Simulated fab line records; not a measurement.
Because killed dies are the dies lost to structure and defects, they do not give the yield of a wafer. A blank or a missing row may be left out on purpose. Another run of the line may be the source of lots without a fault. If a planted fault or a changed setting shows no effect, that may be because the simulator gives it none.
Which tool did it? + flow gf180mcu + 72 wafers from 24 lots sampled at 3 of the route's 602 steps

== WHAT THE GAUGES SHOWED, per wafer ==
GF_SAB_OVL_MEAS_10.
| lot  | measured     | on         | SAB_OVL (nm)   |
|------|--------------|------------|----------------|
| L074 | day 14 23:17 | overlay-02 | -1.8 -2.3 -3.2 |
| L075 | day 15 08:49 | overlay-02 | -2.2 -1.3 -1.5 |
| L076 | day 15 20:11 | overlay-01 | -2.9 -3.1 -2.7 |
| L077 | day 15 23:47 | overlay-02 | -2.6 -0.6 -1.3 |
| L078 | day 16 11:12 | overlay-02 | 0.5 -2.0 -0.1  |
| L079 | day 16 21:45 | overlay-01 | -0.2 -0.9 -2.9 |
| L080 | day 17 07:23 | overlay-02 | -0.5 -2.0 -1.8 |
| L081 | day 17 11:23 | overlay-02 | -2.0 1.1 -1.6  |
| L082 | day 17 23:45 | overlay-01 | -0.2 0.5 -0.9  |
| L083 | day 18 09:47 | overlay-02 | 0.1 -0.4 -1.5  |
| L084 | day 18 18:32 | overlay-01 | 1.8 -1.3 -2.0  |
| L085 | day 19 00:17 | overlay-01 | -0.8 -3.4 -1.0 |
| L086 | day 19 09:59 | overlay-02 | 0.3 -1.9 0.0   |
| L087 | day 20 04:20 | overlay-01 | -1.7 -3.5 -2.6 |
| L088 | day 20 05:27 | overlay-01 | -1.4 -2.6 -1.6 |
| L089 | day 20 19:22 | overlay-02 | -2.8 -3.4 -2.5 |
| L090 | day 20 22:21 | overlay-02 | -1.5 -2.8 -2.2 |
| L091 | day 21 10:18 | overlay-02 | -1.5 -0.3 0.2  |
| L092 | day 21 13:26 | overlay-02 | -0.2 -0.8 -0.9 |
| L093 | day 22 10:56 | overlay-02 | -1.2 -1.2 -2.3 |
| L094 | day 22 14:06 | overlay-02 | -0.5 -2.2 -2.0 |
| L096 | day 22 20:06 | overlay-01 | -2.5 -0.3 -0.9 |
| L095 | day 22 20:30 | overlay-02 | -0.4 1.1 -0.7  |
| L097 | day 23 09:18 | overlay-02 | -2.8 -3.0 -2.9 |

GF_V1_THK_MEAS_01.
| lot  | measured     | on            | V1_CVD_00_THK (nm) |
|------|--------------|---------------|--------------------|
| L074 | day 16 22:14 | film_metro-01 | 597 594 588        |
| L075 | day 17 08:59 | film_metro-01 | 593 594 590        |
| L076 | day 17 21:14 | film_metro-02 | 595 601 595        |
| L077 | day 18 00:25 | film_metro-03 | 602 608 602        |
| L078 | day 18 13:47 | film_metro-01 | 598 595 600        |
| L079 | day 19 00:47 | film_metro-01 | 608 609 608        |
| L080 | day 19 10:39 | film_metro-03 | 603 593 594        |
| L081 | day 19 17:12 | film_metro-01 | 606 595 594        |
| L082 | day 20 05:08 | film_metro-01 | 595 604 598        |
| L083 | day 20 15:16 | film_metro-01 | 596 599 595        |
| L084 | day 20 23:29 | film_metro-01 | 602 606 597        |
| L085 | day 21 06:02 | film_metro-01 | 601 605 604        |
| L086 | day 21 13:35 | film_metro-01 | 594 593 594        |
| L087 | day 22 08:04 | film_metro-01 | 608 605 610        |
| L088 | day 22 09:11 | film_metro-03 | 589 594 594        |
| L089 | day 22 22:13 | film_metro-01 | 595 598 595        |
| L090 | day 23 01:23 | film_metro-01 | 604 597 595        |
| L091 | day 23 12:43 | film_metro-02 | 602 600 603        |
| L092 | day 23 15:53 | film_metro-02 | 602 601 601        |
| L093 | day 24 11:58 | film_metro-01 | 595 598 590        |
| L094 | day 24 14:47 | film_metro-02 | 610 606 603        |
| L096 | day 24 20:04 | film_metro-02 | 594 603 599        |
| L095 | day 24 20:50 | film_metro-02 | 596 602 597        |
| L097 | day 25 09:17 | film_metro-02 | 601 597 597        |

== WHAT TOOL EACH LOT RAN ON (gives the tool, then ch and the chambers of the sampled wafers, and finally the start) ==
| lot  | GF_CONTACT_ETCH_16                 |
|------|------------------------------------|
| L074 | rie_diel-04 ch 1,3, day 15 22:01   |
| L075 | rie_diel-03 ch 0,1,2, day 16 07:46 |
| L076 | rie_diel-01 ch 0,3, day 16 19:45   |
| L077 | rie_diel-01 ch 0,1,3, day 16 23:09 |
| L078 | rie_diel-01 ch 1,2,3, day 17 11:10 |
| L079 | rie_diel-03 ch 0,1, day 17 22:13   |
| L080 | rie_diel-03 ch 0,1,2, day 18 08:27 |
| L081 | rie_diel-03 ch 0,1, day 18 13:43   |
| L082 | rie_diel-03 ch 1,2, day 19 01:39   |
| L083 | rie_diel-03 ch 0,1, day 19 11:39   |
| L084 | rie_diel-03 ch 0,1,2, day 19 21:18 |
| L085 | rie_diel-01 ch 0,1,2, day 20 03:19 |
| L086 | rie_diel-03 ch 1,2, day 20 11:40   |
| L087 | rie_diel-04 ch 1,2,3, day 21 06:31 |
| L088 | rie_diel-01 ch 0,1,3, day 21 07:28 |
| L089 | rie_diel-04 ch 0,1,3, day 21 20:30 |
| L090 | rie_diel-04 ch 0,1,2, day 21 23:36 |
| L091 | rie_diel-03 ch 0,1, day 22 11:37   |
| L092 | rie_diel-03 ch 0,1,3, day 22 14:52 |
| L093 | rie_diel-01 ch 0,2,3, day 23 11:13 |
| L094 | rie_diel-03 ch 0,2, day 23 14:15   |
| L096 | rie_diel-03 ch 0,3, day 23 20:06   |
| L095 | rie_diel-01 ch 1,2,3, day 23 20:27 |
| L097 | rie_diel-01 ch 1,2,3, day 24 09:33 |
- GF_CONTACT_ETCH_16: etches BARC in N2/H2.

== WHAT THE TOOLS THEMSELVES READ (means of the sampled wafers that have a number; where no wafer has one, the mark that the record gives instead) ==
GF_CONTACT_ETCH_16.
| lot  | tool        | drypump_motor_current_A (A) | oes_product_au (a.u.) | throttle_valve_pct (%) |
|------|-------------|-----------------------------|-----------------------|------------------------|
| L074 | rie_diel-04 | 6.2                         | 0.848                 | 13.223                 |
| L075 | rie_diel-03 | 5.9                         | 0.857                 | 13.224                 |
| L076 | rie_diel-01 | 6.0                         | 0.857                 | 13.232                 |
| L077 | rie_diel-01 | 5.9                         | 0.854                 | 13.215                 |
| L078 | rie_diel-01 | 5.9                         | 0.858                 | 13.224                 |
| L079 | rie_diel-03 | 5.8                         | 0.854                 | 13.225                 |
| L080 | rie_diel-03 | 5.9                         | 0.854                 | 13.228                 |
| L081 | rie_diel-03 | 5.8                         | 0.854                 | 13.224                 |
| L082 | rie_diel-03 | 6.0                         | 0.851                 | 13.219                 |
| L083 | rie_diel-03 | 5.8                         | 0.857                 | 13.222                 |
| L084 | rie_diel-03 | 5.9                         | 0.855                 | 13.230                 |
| L085 | rie_diel-01 | 5.6                         | 0.855                 | 13.222                 |
| L086 | rie_diel-03 | 6.0                         | 0.855                 | 13.236                 |
| L087 | rie_diel-04 | 5.9                         | 0.856                 | 13.238                 |
| L088 | rie_diel-01 | 5.9                         | 0.849                 | 13.222                 |
| L089 | rie_diel-04 | 5.8                         | 0.853                 | 13.224                 |
| L090 | rie_diel-04 | 5.6                         | 0.857                 | 13.229                 |
| L091 | rie_diel-03 | 5.7                         | 0.854                 | 13.226                 |
| L092 | rie_diel-03 | 5.7                         | 0.851                 | 13.223                 |
| L093 | rie_diel-01 | 5.7                         | 0.851                 | 13.223                 |
| L094 | rie_diel-03 | 5.9                         | 0.857                 | 13.224                 |
| L096 | rie_diel-03 | 5.7                         | 0.855                 | 13.224                 |
| L095 | rie_diel-01 | 5.9                         | 0.859                 | 13.229                 |
| L097 | rie_diel-01 | 5.9                         | 0.854                 | 13.221                 |

== THE ANSWER, worked out from the rows above alone ==
Rule: what is usual is taken from the lots themselves. Put in order of their means at a reading, lots are off if they are a third of the lots or fewer, leave a main group of 4 or more, and stand apart from it by a gap of 3 or more times the standard deviation of the main group's means; of several such gaps the widest counts. A main group is skipped when, at the precision printed for the reading in the tables above, its means are all equal. Also off: a lot with no number at a reading for which 4 or more lots have one. All remaining lots with rows at the step are treated as sound. First the gauges in route order, then the tools' own readings, where a lot's mean is used as printed above. The first step at which some lot is off is used, and at that step the reading that is off furthest; a lot without a number counts as furthest.
No lot is off at any reading shown: from this, nothing can be told.

== WHAT THE SIMULATOR HAD PUT IN ==
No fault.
